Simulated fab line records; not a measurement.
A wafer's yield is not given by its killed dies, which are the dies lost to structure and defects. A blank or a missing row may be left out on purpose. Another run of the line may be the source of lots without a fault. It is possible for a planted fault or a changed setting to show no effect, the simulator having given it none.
Which tool was responsible? || flow gf180mcu || 14 lots with 42 wafers sampled at 5 steps, on a route of 602 steps

== WHAT THE GAUGES SHOWED, per wafer ==
GF_V4_BOW_MEAS_05.
{"lot": "L943", "measured": "day 23 17:59", "on": "film metro-04", "V4_BOW (um)": "128 124 131"}
{"lot": "L944", "measured": "day 23 23:42", "on": "film metro-02", "V4_BOW (um)": "135 131 139"}
{"lot": "L945", "measured": "day 24 11:29", "on": "film metro-04", "V4_BOW (um)": "121 123 129"}
{"lot": "L946", "measured": "day 24 14:46", "on": "film metro-03", "V4_BOW (um)": "127 133 135"}
{"lot": "L948", "measured": "day 25 09:18", "on": "film metro-02", "V4_BOW (um)": "132 137 147"}
{"lot": "L953", "measured": "day 27 05:21", "on": "film metro-02", "V4_BOW (um)": "136 142 151"}
{"lot": "L954", "measured": "day 27 11:11", "on": "film metro-02", "V4_BOW (um)": "122 126 131"}
{"lot": "L956", "measured": "day 28 05:41", "on": "film metro-02", "V4_BOW (um)": "141 130 136"}
{"lot": "L960", "measured": "day 29 05:40", "on": "film metro-03", "V4_BOW (um)": "128 128 135"}
{"lot": "L961", "measured": "day 29 12:26", "on": "film metro-03", "V4_BOW (um)": "129 123 132"}
{"lot": "L962", "measured": "day 29 17:59", "on": "film metro-03", "V4_BOW (um)": "119 141 128"}
{"lot": "L963", "measured": "day 30 03:41", "on": "film metro-03", "V4_BOW (um)": "133 138 132"}
{"lot": "L965", "measured": "day 30 12:29", "on": "film metro-04", "V4_BOW (um)": "141 143 146"}
{"lot": "L966", "measured": "day 30 15:19", "on": "film metro-03", "V4_BOW (um)": "136 122 120"}

GF_V5_BOW_MEAS_05.
{"lot": "L943", "measured": "day 26 14:48", "on": "film metro-01", "V5_BOW (um)": "132 129 135"}
{"lot": "L944", "measured": "day 26 20:17", "on": "film metro-03", "V5_BOW (um)": "135 132 140"}
{"lot": "L945", "measured": "day 27 07:06", "on": "film metro-01", "V5_BOW (um)": "118 122 127"}
{"lot": "L946", "measured": "day 27 10:49", "on": "film metro-04", "V5_BOW (um)": "126 130 135"}
{"lot": "L948", "measured": "day 28 03:50", "on": "film metro-03", "V5_BOW (um)": "126 130 142"}
{"lot": "L953", "measured": "day 29 19:40", "on": "film metro-01", "V5_BOW (um)": "138 149 153 - - -"}
{"lot": "L954", "measured": "day 30 02:02", "on": "film metro-01", "V5_BOW (um)": "121 132 130 - - -"}
{"lot": "L956", "measured": "day 30 18:40", "on": "film metro-04", "V5_BOW (um)": "138 127 131"}
{"lot": "L960", "measured": "day 31 15:53", "on": "film metro-04", "V5_BOW (um)": "128 126 135"}
{"lot": "L961", "measured": "day 31 22:37", "on": "film metro-04", "V5_BOW (um)": "127 121 131"}
{"lot": "L962", "measured": "day 32 02:58", "on": "film metro-03", "V5_BOW (um)": "114 136 121"}
{"lot": "L963", "measured": "day 32 12:38", "on": "film metro-04", "V5_BOW (um)": "134 140 136"}
{"lot": "L965", "measured": "day 32 19:59", "on": "film metro-01", "V5_BOW (um)": "141 143 145"}
{"lot": "L966", "measured": "day 32 23:12", "on": "film metro-04", "V5_BOW (um)": "140 127 126"}

== WHAT TOOL EACH LOT RAN ON (gives the tool, then ch and the chambers of the sampled wafers, and finally the start) ==
{"lot": "L943", "GF_M4_METAL_ETCH_16": "rie metal-01 ch 0,1, day 23 16:41", "GF_MIM_SPUTTER_04": "pvd sputter-01, day 24 18:07", "GF_V5_CMP_04": "cmp-02 ch 0,1, day 26 14:33"}
{"lot": "L944", "GF_M4_METAL_ETCH_16": "rie metal-02 ch 0, day 23 22:26", "GF_MIM_SPUTTER_04": "pvd sputter-03, day 24 23:33", "GF_V5_CMP_04": "cmp-02 ch 0,2,3, day 26 20:01"}
{"lot": "L945", "GF_M4_METAL_ETCH_16": "rie metal-01 ch 0,1, day 24 09:48", "GF_MIM_SPUTTER_04": "pvd sputter-04, day 25 11:02", "GF_V5_CMP_04": "cmp-01 ch 0,1,2, day 27 06:52"}
{"lot": "L946", "GF_M4_METAL_ETCH_16": "rie metal-03 ch 0,1, day 24 13:25", "GF_MIM_SPUTTER_04": "pvd sputter-03, day 25 15:10", "GF_V5_CMP_04": "cmp-02 ch 0,1,2, day 27 10:37"}
{"lot": "L948", "GF_M4_METAL_ETCH_16": "rie metal-03 ch 0,1, day 25 07:53", "GF_MIM_SPUTTER_04": "pvd sputter-04, day 26 08:25", "GF_V5_CMP_04": "cmp-02 ch 0,1,3, day 28 03:34"}
{"lot": "L953", "GF_M4_METAL_ETCH_16": "rie metal-02 ch 0,1, day 27 04:04", "GF_MIM_SPUTTER_04": "pvd sputter-04, day 28 03:07", "GF_V5_CMP_04": "cmp-02 ch 0,1, day 29 19:24"}
{"lot": "L954", "GF_M4_METAL_ETCH_16": "rie metal-02 ch 0,1, day 27 09:57", "GF_MIM_SPUTTER_04": "pvd sputter-01, day 28 09:04", "GF_V5_CMP_04": "cmp-02 ch 0,2, day 30 01:42"}
{"lot": "L956", "GF_M4_METAL_ETCH_16": "rie metal-03 ch 0,1, day 28 04:25", "GF_MIM_SPUTTER_04": "pvd sputter-01, day 29 03:05", "GF_V5_CMP_04": "cmp-01 ch 0,2,3, day 30 18:28"}
{"lot": "L960", "GF_M4_METAL_ETCH_16": "rie metal-01 ch 0,1, day 29 04:25", "GF_MIM_SPUTTER_04": "pvd sputter-04, day 30 02:38", "GF_V5_CMP_04": "cmp-01 ch 0,3, day 31 15:37"}
{"lot": "L961", "GF_M4_METAL_ETCH_16": "rie metal-01 ch 0,1, day 29 11:14", "GF_MIM_SPUTTER_04": "pvd sputter-03, day 30 08:43", "GF_V5_CMP_04": "cmp-01 ch 0,3, day 31 22:19"}
{"lot": "L962", "GF_M4_METAL_ETCH_16": "rie metal-01 ch 0,1, day 29 16:45", "GF_MIM_SPUTTER_04": "pvd sputter-01, day 30 14:23", "GF_V5_CMP_04": "cmp-01 ch 0,2,3, day 32 02:42"}
{"lot": "L963", "GF_M4_METAL_ETCH_16": "rie metal-03 ch 0,1, day 30 02:26", "GF_MIM_SPUTTER_04": "pvd sputter-04, day 31 00:04", "GF_V5_CMP_04": "cmp-02 ch 0,1,2, day 32 12:20"}
{"lot": "L965", "GF_M4_METAL_ETCH_16": "rie metal-01 ch 0,1, day 30 10:52", "GF_MIM_SPUTTER_04": "pvd sputter-04, day 31 08:12", "GF_V5_CMP_04": "cmp-02 ch 0,1,3, day 32 19:40"}
{"lot": "L966", "GF_M4_METAL_ETCH_16": "rie metal-02 ch 0,1, day 30 13:53", "GF_MIM_SPUTTER_04": "pvd sputter-04, day 31 10:16", "GF_V5_CMP_04": "cmp-02 ch 1,2,3, day 32 22:59"}
- GF_M4_METAL_ETCH_16: etches the open film in Cl2/BCl3, stops on SiO2, target depth 627.5 nm, time 104.6 s.
- GF_MIM_SPUTTER_04: material TiN, target thk 50 nm, time 41.7 s.
- GF_V5_CMP_04: polishes SiO2.

== WHAT THE TOOLS THEMSELVES READ (means of the sampled wafers that have a number; where no wafer has one, the mark that the record gives instead) ==
GF_M4_METAL_ETCH_16.
{"lot": "L943", "tool": "rie metal-01", "drypump motor current A (A)": 5.75, "oes product au (a.u.)": 0.975, "throttle valve pct (%)": 28.248}
{"lot": "L944", "tool": "rie metal-02", "drypump motor current A (A)": 5.32, "oes product au (a.u.)": 0.976, "throttle valve pct (%)": 28.238}
{"lot": "L945", "tool": "rie metal-01", "drypump motor current A (A)": 5.75, "oes product au (a.u.)": 0.971, "throttle valve pct (%)": 28.247}
{"lot": "L946", "tool": "rie metal-03", "drypump motor current A (A)": 5.60, "oes product au (a.u.)": 0.975, "throttle valve pct (%)": 28.245}
{"lot": "L948", "tool": "rie metal-03", "drypump motor current A (A)": 5.59, "oes product au (a.u.)": 0.976, "throttle valve pct (%)": 28.231}
{"lot": "L953", "tool": "rie metal-02", "drypump motor current A (A)": 5.36, "oes product au (a.u.)": 0.981, "throttle valve pct (%)": 28.252}
{"lot": "L954", "tool": "rie metal-02", "drypump motor current A (A)": 5.36, "oes product au (a.u.)": 0.964, "throttle valve pct (%)": 28.247}
{"lot": "L956", "tool": "rie metal-03", "drypump motor current A (A)": 5.57, "oes product au (a.u.)": 0.969, "throttle valve pct (%)": 28.247}
{"lot": "L960", "tool": "rie metal-01", "drypump motor current A (A)": 5.75, "oes product au (a.u.)": 0.968, "throttle valve pct (%)": 28.248}
{"lot": "L961", "tool": "rie metal-01", "drypump motor current A (A)": 5.75, "oes product au (a.u.)": 0.973, "throttle valve pct (%)": 28.244}
{"lot": "L962", "tool": "rie metal-01", "drypump motor current A (A)": 5.75, "oes product au (a.u.)": 0.962, "throttle valve pct (%)": 28.256}
{"lot": "L963", "tool": "rie metal-03", "drypump motor current A (A)": 5.60, "oes product au (a.u.)": 0.958, "throttle valve pct (%)": 28.270}
{"lot": "L965", "tool": "rie metal-01", "drypump motor current A (A)": 5.75, "oes product au (a.u.)": 0.979, "throttle valve pct (%)": 28.248}
{"lot": "L966", "tool": "rie metal-02", "drypump motor current A (A)": 5.36, "oes product au (a.u.)": 0.960, "throttle valve pct (%)": 28.256}

GF_MIM_SPUTTER_04.
{"lot": "L943", "tool": "pvd sputter-01", "throttle valve pct (%)": 30.5}
{"lot": "L944", "tool": "pvd sputter-03", "throttle valve pct (%)": 30.4}
{"lot": "L945", "tool": "pvd sputter-04", "throttle valve pct (%)": 29.2}
{"lot": "L946", "tool": "pvd sputter-03", "throttle valve pct (%)": 30.6}
{"lot": "L948", "tool": "pvd sputter-04", "throttle valve pct (%)": 29.0}
{"lot": "L953", "tool": "pvd sputter-04", "throttle valve pct (%)": 29.4}
{"lot": "L954", "tool": "pvd sputter-01", "throttle valve pct (%)": 29.8}
{"lot": "L956", "tool": "pvd sputter-01", "throttle valve pct (%)": 30.6}
{"lot": "L960", "tool": "pvd sputter-04", "throttle valve pct (%)": 29.2}
{"lot": "L961", "tool": "pvd sputter-03", "throttle valve pct (%)": 30.6}
{"lot": "L962", "tool": "pvd sputter-01", "throttle valve pct (%)": 30.4}
{"lot": "L963", "tool": "pvd sputter-04", "throttle valve pct (%)": 28.9}
{"lot": "L965", "tool": "pvd sputter-04", "throttle valve pct (%)": 28.8}
{"lot": "L966", "tool": "pvd sputter-04", "throttle valve pct (%)": 29.3}

GF_V5_CMP_04.
{"lot": "L943", "tool": "cmp-02", "motor current A (A)": 12.6}
{"lot": "L944", "tool": "cmp-02", "motor current A (A)": 11.6}
{"lot": "L945", "tool": "cmp-01", "motor current A (A)": 12.6}
{"lot": "L946", "tool": "cmp-02", "motor current A (A)": 12.2}
{"lot": "L948", "tool": "cmp-02", "motor current A (A)": 12.9}
{"lot": "L953", "tool": "cmp-02", "motor current A (A)": 12.0}
{"lot": "L954", "tool": "cmp-02", "motor current A (A)": 11.5}
{"lot": "L956", "tool": "cmp-01", "motor current A (A)": 13.3}
{"lot": "L960", "tool": "cmp-01", "motor current A (A)": 13.4}
{"lot": "L961", "tool": "cmp-01", "motor current A (A)": 13.2}
{"lot": "L962", "tool": "cmp-01", "motor current A (A)": 13.6}
{"lot": "L963", "tool": "cmp-02", "motor current A (A)": 12.4}
{"lot": "L965", "tool": "cmp-02", "motor current A (A)": 12.7}
{"lot": "L966", "tool": "cmp-02", "motor current A (A)": 12.5}

== THE ANSWER, worked out from the rows above alone ==
Rule: the usual values come from the lots themselves. Put in order of their means at a reading, lots are off if they are a third of the lots or fewer, leave a main group of 4 or more, and stand apart from it by a gap of 3 or more times the standard deviation of the main group's means; of several such gaps the widest counts. The tables above print the reading to a certain number of digits; a main group whose means all agree to those digits is not used. Also off: a lot with no number at a reading for which 4 or more lots have one. All remaining lots with rows at the step are treated as sound. Order of review: gauges by route order, followed by the tools' own readings, for which a lot's mean as printed above is used. At the first step where some lot is off, the reading lying furthest off is the one used; lots without a number count as furthest.
None of the lots is off at any reading shown; this tells nothing.

== WHAT THE SIMULATOR HAD INSERTED ==
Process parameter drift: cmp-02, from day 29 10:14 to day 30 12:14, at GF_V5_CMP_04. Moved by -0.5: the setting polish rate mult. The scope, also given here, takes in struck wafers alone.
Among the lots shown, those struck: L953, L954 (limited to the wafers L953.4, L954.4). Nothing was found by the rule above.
